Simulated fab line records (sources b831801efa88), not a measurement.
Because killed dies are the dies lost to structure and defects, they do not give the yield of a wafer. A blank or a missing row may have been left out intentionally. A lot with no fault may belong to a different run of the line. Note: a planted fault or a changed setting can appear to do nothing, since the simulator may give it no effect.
fab line records ; flow sky130
record: lots: 11; wafers: 33; lastDay: 49
route steps=708 shown LDD_N@241 LDD_P@266 RES_XHIGH@341 LOCAL_INTERCONNECT@388 CONTACT@409 PAD_OPEN@708
lots that met no fault: taken from a fault-free run of the same line
startH: start of the lot's first displayed wafer, in hours after the record's first day ; waitH: time in hours since the lot's previous step ; " repeats the value in the row above ; L1.1+2: a single row standing in for several wafers ; - no value, or no start given ; * or withheld: withheld ; < > ~ a bound
route shown NAME@n: NAME is a module with steps in the file, n the number in the route of the first one ; usual: the fault-free wafers' mean and standard deviation ; same: alike in all rows ; chamber/n: place in a boat ; sites: the reading at each site ; _std_site: their standard deviation ; _edge_site: outer sites' mean less inner sites' ; radiusMm: how far each site lies from the wafer's centre ; mask NAME#n: copy n ; behind: the tool/chamber that last shaped the wafer ; hold: why the lot was held/for how many hours/how that ended ; device: the n, p or np transistor that did not switch ; end of line: the same wafers' tests at the end of the route ; for a step that has no rows: nothing shown but its recipe ; killed: dies that structure and defects cost at the first sort, which is not the same as the wafer's yield ; map: dies across one wafer; x = killed, . = not, _ = none there
set.NAME: setting as actually run; set.NAME@STEP: the setting as run at that earlier step ; model.NAME: the simulator's own value behind a step, which no gauge read
the route's steps for a sample of lots (tables are steps, rows are wafers)
services: a tool's chamber out of use, with start hour (startH, from the record's first day; less than 0 if before it), hours out, and reason
== steps ==
step: SKY_LDD_N_EXPOSE_04
recipe: maskId: NTM; targetCdNm: 840; na: 0.6; sourceShape: conventional; sigmaOuter: 0.6; doseMj: 110
usual: exposureDoseMJCm2: 110.00/0.12; reticleTempC: 22.98/0.089
same: sigmaOuter: 0.6
lot.wafer;tool;chamber;startH;waitH;mask;exposureDoseMJCm2;reticleTempC
L656.1;ilineStepper-01;0;381.27;-;NTM#0;110.20;23.13
L656.2;ilineStepper-01;0;381.27;-;NTM#0;110.19;23.05
L656.6;ilineStepper-01;0;381.27;-;NTM#0;110.21;22.98
L659.3;ilineStepper-02;0;414.19;-;NTM#0;110.08;22.96
L659.4;ilineStepper-02;0;414.19;-;NTM#0;109.97;22.81
L659.5;ilineStepper-02;0;414.19;-;NTM#0;109.92;23.00
L662.1;ilineStepper-01;0;447.37;-;NTM#0;109.98;22.94
L662.3;ilineStepper-01;0;447.37;-;NTM#0;109.91;23.01
L662.5;ilineStepper-01;0;447.37;-;NTM#0;110.15;22.90
L664.1;ilineStepper-02;0;461.86;-;NTM#0;110.02;23.09
L664.2;ilineStepper-02;0;461.86;-;NTM#0;110.10;22.92
L664.3;ilineStepper-02;0;461.86;-;NTM#0;109.82;22.99
L667.2;ilineStepper-02;0;488.58;-;NTM#0;110.06;22.87
L667.3;ilineStepper-02;0;488.58;-;NTM#0;110.10;23.04
L667.4;ilineStepper-02;0;488.58;-;NTM#0;110.02;23.00
L669.2;ilineStepper-02;0;504.32;-;NTM#0;110.04;22.95
L669.3;ilineStepper-02;0;504.32;-;NTM#0;109.92;23.04
L669.5;ilineStepper-02;0;504.32;-;NTM#0;109.95;22.94
L670.3;ilineStepper-02;0;507.48;-;NTM#0;109.95;23.06
L670.5;ilineStepper-02;0;507.48;-;NTM#0;110.02;23.04
L670.6;ilineStepper-02;0;507.48;-;NTM#0;110.08;23.05
L671.2;ilineStepper-02;0;512.55;-;PSDM#0;109.72;23.09
L671.5;ilineStepper-02;0;512.55;-;PSDM#0;109.85;23.08
L671.6;ilineStepper-02;0;512.55;-;PSDM#0;109.76;23.02
L672.2;ilineStepper-02;0;532.39;-;NTM#0;110.24;22.89
L672.5;ilineStepper-02;0;532.39;-;NTM#0;110.14;22.97
L672.6;ilineStepper-02;0;532.39;-;NTM#0;110.02;22.95
L673.1;ilineStepper-01;0;534.00;-;NTM#0;109.95;23.07
L673.4;ilineStepper-01;0;534.00;-;NTM#0;110.22;23.01
L673.5;ilineStepper-01;0;534.00;-;NTM#0;110.04;23.07
L674.1;ilineStepper-01;0;545.79;-;NTM#0;110.04;22.94
L674.5;ilineStepper-01;0;545.79;-;NTM#0;110.04;23.08
L674.6;ilineStepper-01;0;545.79;-;NTM#0;110.14;22.89
step: SKY_LDD_N_OVL_MEAS_07
usual: LDD_N_OVL: 1.2/1.2
lot.wafer;tool;chamber;startH;waitH;LDD_N_OVL[nm]
L656.1;overlay-02;-;395.58;0.1;0.8
L656.2;overlay-02;-;395.58;0.1;2.2
L656.6;overlay-02;-;395.58;0.1;1.8
L659.3;overlay-02;-;429.19;0.1;1.7
L659.4;overlay-02;-;429.19;0.1;1.8
L659.5;overlay-02;-;429.19;0.1;1.8
L662.1;overlay-02;-;462.63;0.1;1.4
L662.3;overlay-02;-;462.63;0.1;1.2
L662.5;overlay-02;-;462.63;0.1;1.3
L664.1;overlay-01;-;475.69;0.1;2.0
L664.2;overlay-01;-;475.69;0.1;2.6
L664.3;overlay-01;-;475.69;0.1;1.4
L667.2;overlay-02;-;503.65;0.1;2.9
L667.3;overlay-02;-;503.65;0.1;3.1
L667.4;overlay-02;-;503.65;0.1;2.1
L669.2;overlay-01;-;519.38;0.1;1.1
L669.3;overlay-01;-;519.38;0.1;-0.6
L669.5;overlay-01;-;519.38;0.1;-0.7
L670.3;overlay-01;-;523.59;0.1;-0.5
L670.5;overlay-01;-;523.59;0.1;-0.6
L670.6;overlay-01;-;523.59;0.1;1.1
L671.2;overlay-01;-;527.95;0.1;-
L671.5;overlay-01;-;527.95;0.1;-
L671.6;overlay-01;-;527.95;0.1;-
L672.2;overlay-02;-;547.65;0.1;0.4
L672.5;overlay-02;-;547.65;0.1;0.5
L672.6;overlay-02;-;547.65;0.1;0.4
L673.1;overlay-02;-;548.88;0.1;0.9
L673.4;overlay-02;-;548.88;0.1;1.0
L673.5;overlay-02;-;548.88;0.1;-1.0
L674.1;overlay-02;-;560.84;0.1;2.4
L674.5;overlay-02;-;560.84;0.1;2.1
L674.6;overlay-02;-;560.84;0.1;1.5
step: SKY_LDD_N_TW_MEAS_17
usual: LDD_N_TW: 2597/27
lot.wafer;tool;chamber;startH;waitH;LDD_N_TW
L656.1;filmMetro-01;-;396.92;0.1;2622
L656.2;filmMetro-01;-;396.92;0.1;2617
L656.6;filmMetro-01;-;396.92;0.1;2629
L659.3;filmMetro-01;-;430.53;0.1;2625
L659.4;filmMetro-01;-;430.53;0.1;2649
L659.5;filmMetro-01;-;430.53;0.1;2632
L662.1;filmMetro-01;-;463.97;0.1;2628
L662.3;filmMetro-01;-;463.97;0.1;2629
L662.5;filmMetro-01;-;463.97;0.1;2633
L664.1;filmMetro-03;-;477.03;0.1;2555
L664.2;filmMetro-03;-;477.03;0.1;2574
L664.3;filmMetro-03;-;477.03;0.1;2542
L667.2;filmMetro-03;-;504.99;0.1;2561
L667.3;filmMetro-03;-;504.99;0.1;2568
L667.4;filmMetro-03;-;504.99;0.1;2561
L669.2;filmMetro-03;-;520.72;0.1;2560
L669.3;filmMetro-03;-;520.72;0.1;2550
L669.5;filmMetro-03;-;520.72;0.1;2564
L670.3;filmMetro-02;-;524.93;0.1;2582
L670.5;filmMetro-02;-;524.93;0.1;2597
L670.6;filmMetro-02;-;524.93;0.1;2597
L671.2;filmMetro-02;-;529.29;0.1;30
L671.5;filmMetro-02;-;529.29;0.1;30
L671.6;filmMetro-02;-;529.29;0.1;30
L672.2;filmMetro-02;-;548.99;0.1;2579
L672.5;filmMetro-02;-;548.99;0.1;2590
L672.6;filmMetro-02;-;548.99;0.1;2581
L673.1;filmMetro-01;-;550.22;0.1;2651
L673.4;filmMetro-01;-;550.22;0.1;2616
L673.5;filmMetro-01;-;550.22;0.1;2630
L674.1;filmMetro-02;-;562.18;0.1;2586
L674.5;filmMetro-02;-;562.18;0.1;2585
L674.6;filmMetro-02;-;562.18;0.1;2591
step: SKY_LDD_P_TW_MEAS_11
usual: LDD_P_TW: 633/3.6
lot.wafer;tool;chamber;startH;waitH;LDD_P_TW
L656.1;filmMetro-03;-;427.33;0.1;629
L656.2;filmMetro-03;-;427.33;0.1;625
L656.6;filmMetro-03;-;427.33;0.1;630
L659.3;filmMetro-03;-;462.06;0.2;624
L659.4;filmMetro-03;-;462.06;0.2;628
L659.5;filmMetro-03;-;462.06;0.2;627
L662.1;filmMetro-04;-;494.02;0.1;636
L662.3;filmMetro-04;-;494.02;0.1;635
L662.5;filmMetro-04;-;494.02;0.1;636
L664.1;filmMetro-04;-;507.73;0.1;635
L664.2;filmMetro-04;-;507.73;0.1;637
L664.3;filmMetro-04;-;507.73;0.1;640
L667.2;filmMetro-02;-;535.99;0.1;635
L667.3;filmMetro-02;-;535.99;0.1;636
L667.4;filmMetro-02;-;535.99;0.1;638
L669.2;filmMetro-04;-;551.55;0.1;639
L669.3;filmMetro-04;-;551.55;0.1;639
L669.5;filmMetro-04;-;551.55;0.1;638
L670.3;filmMetro-03;-;555.01;0.1;634
L670.5;filmMetro-03;-;555.01;0.1;632
L670.6;filmMetro-03;-;555.01;0.1;634
L671.2;filmMetro-02;-;559.25;0.1;2606
L671.5;filmMetro-02;-;559.25;0.1;2582
L671.6;filmMetro-02;-;559.25;0.1;2602
L672.2;filmMetro-02;-;579.03;0.1;635
L672.5;filmMetro-02;-;579.03;0.1;635
L672.6;filmMetro-02;-;579.03;0.1;634
L673.1;filmMetro-03;-;580.63;0.1;627
L673.4;filmMetro-03;-;580.63;0.1;630
L673.5;filmMetro-03;-;580.63;0.1;629
L674.1;filmMetro-04;-;592.62;0.1;629
L674.5;filmMetro-04;-;592.62;0.1;635
L674.6;filmMetro-04;-;592.62;0.1;634
step: SKY_RES_XHIGH_TW_MEAS_09
usual: RES_XHIGH_TW: 1638/18
lot.wafer;tool;chamber;startH;waitH;RES_XHIGH_TW
L656.1;filmMetro-04;-;613.69;0.1;1652
L656.2;filmMetro-04;-;613.69;0.1;1648
L656.6;filmMetro-04;-;613.69;0.1;1635
L659.3;filmMetro-04;-;645.21;0.1;1629
L659.4;filmMetro-04;-;645.21;0.1;1637
L659.5;filmMetro-04;-;645.21;0.1;1630
L662.1;filmMetro-03;-;677.06;0.1;1621
L662.3;filmMetro-03;-;677.06;0.1;1613
L662.5;filmMetro-03;-;677.06;0.1;1615
L664.1;filmMetro-01;-;689.52;0.1;1649
L664.2;filmMetro-01;-;689.52;0.1;1643
L664.3;filmMetro-01;-;689.52;0.1;1651
L667.2;filmMetro-04;-;716.98;0.1;1624
L667.3;filmMetro-04;-;716.98;0.1;1627
L667.4;filmMetro-04;-;716.98;0.1;1625
L669.2;filmMetro-01;-;728.03;0.1;1659
L669.3;filmMetro-01;-;728.03;0.1;1665
L669.5;filmMetro-01;-;728.03;0.1;1667
L670.3;filmMetro-04;-;733.11;0.1;1623
L670.5;filmMetro-04;-;733.11;0.1;1625
L670.6;filmMetro-04;-;733.11;0.1;1625
L671.2;filmMetro-04;-;737.60;0.1;1632
L671.5;filmMetro-04;-;737.60;0.1;1628
L671.6;filmMetro-04;-;737.60;0.1;1621
L672.2;filmMetro-04;-;754.87;0.1;1620
L672.5;filmMetro-04;-;754.87;0.1;1621
L672.6;filmMetro-04;-;754.87;0.1;1624
L673.1;filmMetro-04;-;755.53;0.1;1622
L673.4;filmMetro-04;-;755.53;0.1;1626
L673.5;filmMetro-04;-;755.53;0.1;1626
L674.1;filmMetro-03;-;766.42;0.1;1624
L674.5;filmMetro-03;-;766.42;0.1;1618
L674.6;filmMetro-03;-;766.42;0.1;1630
step: SKY_LOCAL_INTERCONNECT_RS_MEAS_01
recipe: thkMeasGauge: four-point-probe; reads: TiN_of_LOCAL_INTERCONNECT_SPUTTER_00
usual: LOCAL_INTERCONNECT_TIN_RS: 14.02/0.21
lot.wafer;tool;chamber;startH;waitH;LOCAL_INTERCONNECT_TIN_RS[ohm/sq]
L656.1;filmMetro-02;-;673.81;0.0;13.76
L656.2;filmMetro-02;-;673.81;0.0;14.06
L656.6;filmMetro-02;-;673.81;0.0;13.86
L659.3;filmMetro-04;-;706.90;0.1;14.68
L659.4;filmMetro-04;-;706.90;0.1;14.05
L659.5;filmMetro-04;-;706.90;0.1;14.28
L662.1;filmMetro-01;-;736.93;0.0;13.96
L662.3;filmMetro-01;-;736.93;0.0;14.16
L662.5;filmMetro-01;-;736.93;0.0;13.98
L664.1;filmMetro-04;-;751.03;0.0;13.99
L664.2;filmMetro-04;-;751.03;0.0;13.70
L664.3;filmMetro-04;-;751.03;0.0;13.89
L667.2;filmMetro-04;-;773.80;0.1;13.78
L667.3;filmMetro-04;-;773.80;0.1;14.03
L667.4;filmMetro-04;-;773.80;0.1;13.94
L669.2;filmMetro-02;-;784.36;0.1;14.11
L669.3;filmMetro-02;-;784.36;0.1;14.49
L669.5;filmMetro-02;-;784.36;0.1;14.56
L670.3;filmMetro-02;-;789.57;0.1;14.33
L670.5;filmMetro-02;-;789.57;0.1;14.32
L670.6;filmMetro-02;-;789.57;0.1;13.87
L671.2;filmMetro-02;-;792.70;0.1;14.01
L671.5;filmMetro-02;-;792.70;0.1;13.84
L671.6;filmMetro-02;-;792.70;0.1;13.99
L672.2;filmMetro-04;-;810.33;0.1;13.92
L672.5;filmMetro-04;-;810.33;0.1;14.22
L672.6;filmMetro-04;-;810.33;0.1;14.15
L673.1;filmMetro-02;-;811.16;0.0;14.27
L673.4;filmMetro-02;-;811.16;0.0;14.11
L673.5;filmMetro-02;-;811.16;0.0;14.20
L674.1;filmMetro-04;-;822.64;0.0;13.80
L674.5;filmMetro-04;-;822.64;0.0;13.93
L674.6;filmMetro-04;-;822.64;0.0;13.81
step: SKY_CONTACT_THK_MEAS_03
recipe: reads: SiO2_of_CONTACT_HDPCVD_02
usual: CONTACT_HDPCVD_THK: 566/8.4
lot.wafer;tool;chamber;startH;waitH;CONTACT_HDPCVD_THK[nm]
L656.1;filmMetro-02;-;704.16;0.0;571
L656.2;filmMetro-02;-;704.16;0.0;557
L656.6;filmMetro-02;-;704.16;0.0;557
L659.3;filmMetro-03;-;735.13;0.1;563
L659.4;filmMetro-03;-;735.13;0.1;571
L659.5;filmMetro-03;-;735.13;0.1;571
L662.1;filmMetro-03;-;764.92;0.0;563
L662.3;filmMetro-03;-;764.92;0.0;564
L662.5;filmMetro-03;-;764.92;0.0;570
L664.1;filmMetro-01;-;779.02;0.0;561
L664.2;filmMetro-01;-;779.02;0.0;574
L664.3;filmMetro-01;-;779.02;0.0;554
L667.2;filmMetro-01;-;801.38;0.0;568
L667.3;filmMetro-01;-;801.38;0.0;572
L667.4;filmMetro-01;-;801.38;0.0;571
L669.2;filmMetro-03;-;812.27;0.0;569
L669.3;filmMetro-03;-;812.27;0.0;569
L669.5;filmMetro-03;-;812.27;0.0;572
L670.3;filmMetro-02;-;816.13;0.1;564
L670.5;filmMetro-02;-;816.13;0.1;569
L670.6;filmMetro-02;-;816.13;0.1;576
L671.2;filmMetro-03;-;820.16;0.0;564
L671.5;filmMetro-03;-;820.16;0.0;546
L671.6;filmMetro-03;-;820.16;0.0;562
L672.2;filmMetro-02;-;837.86;0.0;563
L672.5;filmMetro-02;-;837.86;0.0;568
L672.6;filmMetro-02;-;837.86;0.0;568
L673.1;filmMetro-01;-;838.80;0.0;579
L673.4;filmMetro-01;-;838.80;0.0;567
L673.5;filmMetro-01;-;838.80;0.0;575
L674.1;filmMetro-03;-;849.74;0.0;571
L674.5;filmMetro-03;-;849.74;0.0;572
L674.6;filmMetro-03;-;849.74;0.0;548
step: SKY_PAD_OPEN_PROBE_99
usual: killed_at_M0_to_M3: 42/7; killed_at_M4_up: 2.8/1.8; killedAtContacts: 24/5.8; killedAtFrontEnd: 15/4.8; killedAtOther: 0.3/0.56; killedDies: 84/11; killedOnRim: 17/4.2; killedOpen: 46/7.8; killedShort: 38/6.3
same: grossDies: 492; killedAtBackSide: 0
lot.wafer;tool;chamber;startH;waitH;killed_at_M0_to_M3;killed_at_M4_up;killedAtContacts;killedAtFrontEnd;killedAtOther;killedDies;killedOnRim;killedOpen;killedShort
L670.3;prober-01;-;1157.71;0.2;37;2;30;9;2;80;18;49;31
L670.6;prober-01;-;1157.86;0.2;43;1;30;15;1;90;19;52;37
L671.2;prober-02;-;1158.78;0.1;57;0;30;405;0;492;96;56;47
L671.5;prober-02;-;1158.93;0.2;40;1;19;432;0;492;96;38;39
L671.6;prober-02;-;1158.98;0.2;45;3;21;423;0;492;96;45;42
killed by level:class
L670.3 CONTACT:geometricParticle:open=12 VIA1:geometricParticle:open=9 LI_CONTACT:geometricParticle:open=8 VIA3:geometricParticle:open=7 CONTACT:geometricParticle:short=6 VIA1:geometricParticle:short=5 POLY_GATE:geometricParticle:short=3 METAL1:geometricParticle:short=3
L670.6 VIA1:geometricParticle:open=13 LI_CONTACT:geometricParticle:open=10 LOCAL_INTERCONNECT:geometricParticle:short=7 FIELD_ISO:geometricParticle:open=6 CONTACT:geometricParticle:short=6 CONTACT:geometricParticle:open=6 METAL1:geometricParticle:short=6 VIA3:geometricParticle:open=6
L671.2 LDD_N:areaExpose=389 VIA1:geometricParticle:open=17 VIA2:geometricParticle:open=7 VIA3:geometricParticle:open=7 CONTACT:geometricParticle:short=7 VIA1:geometricParticle:short=7 LOCAL_INTERCONNECT:geometricParticle:short=6 POLY_GATE:geometricParticle:open=6
L671.5 LDD_N:areaExpose=415 VIA1:geometricParticle:short=9 LI_CONTACT:geometricParticle:open=8 FIELD_ISO:geometricParticle:short=7 VIA1:geometricParticle:open=6 VIA2:geometricParticle:open=5 VIA3:geometricParticle:open=5 FIELD_ISO:geometricParticle:open=4
L671.6 LDD_N:areaExpose=405 VIA1:geometricParticle:open=12 CONTACT:geometricParticle:open=9 METAL1:geometricParticle:short=7 FIELD_ISO:geometricParticle:short=6 VIA2:geometricParticle:open=6 POLY_GATE:geometricParticle:short=5 VIA3:geometricParticle:open=5
== services ==
tool;chamber;startH;hours;kind
ilineStepper-01;0;362.91;-;calibration
ilineStepper-02;-;380.07;7.4;repair
ilineStepper-02;0;381.46;-;calibration
ilineStepper-02;-;387.78;1.7;pm
ilineStepper-01;-;422.24;1.3;repair
ilineStepper-01;-;460.37;1.7;pm
ilineStepper-02;-;489.62;5.7;repair
== key ==
firstSign: step: SKY_LDD_N_EXPOSE_04; reading: mask; direction: changed
effect: step: SKY_LDD_N_OVL_MEAS_07; reading: LDD_N_OVL; direction: missing
effect: step: SKY_LDD_N_TW_MEAS_17; reading: LDD_N_TW; direction: down; sigmas: 96; usual: 2597; struck: 30
effect: step: SKY_LDD_P_TW_MEAS_11; reading: LDD_P_TW; direction: up; sigmas: 99+; usual: 633; struck: 2596
effect: step: SKY_PAD_OPEN_PROBE_99; reading: killedAtFrontEnd; direction: up; sigmas: 84; usual: 15; struck: 420
moreKillsBornAt: SKY_LDD_N_EXPOSE_04@ilineStepper-02: 1209
metAt SKY_LDD_N_EXPOSE_04
struckLots L671
testerLeftOut L671
notActingAt SKY_RES_XHIGH_TW_MEAS_09,SKY_LOCAL_INTERCONNECT_RS_MEAS_01,SKY_CONTACT_THK_MEAS_03
onsetBetween 507.48 512.55
fault: kind: wrongMask; tool: any; chamber: -; onsetH: 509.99; steps: SKY_LDD_N_EXPOSE_04; auxCopy: PSDM#0; scope: struckLotsOnly
testerLeftOut: of these lots the tester's yield and bins aren't shown, on N5 and GAA mostly nor the transistor test; their killed dies are dies lost to structure and defects alone, not to doping, threshold or leakage, so they don't give the yield
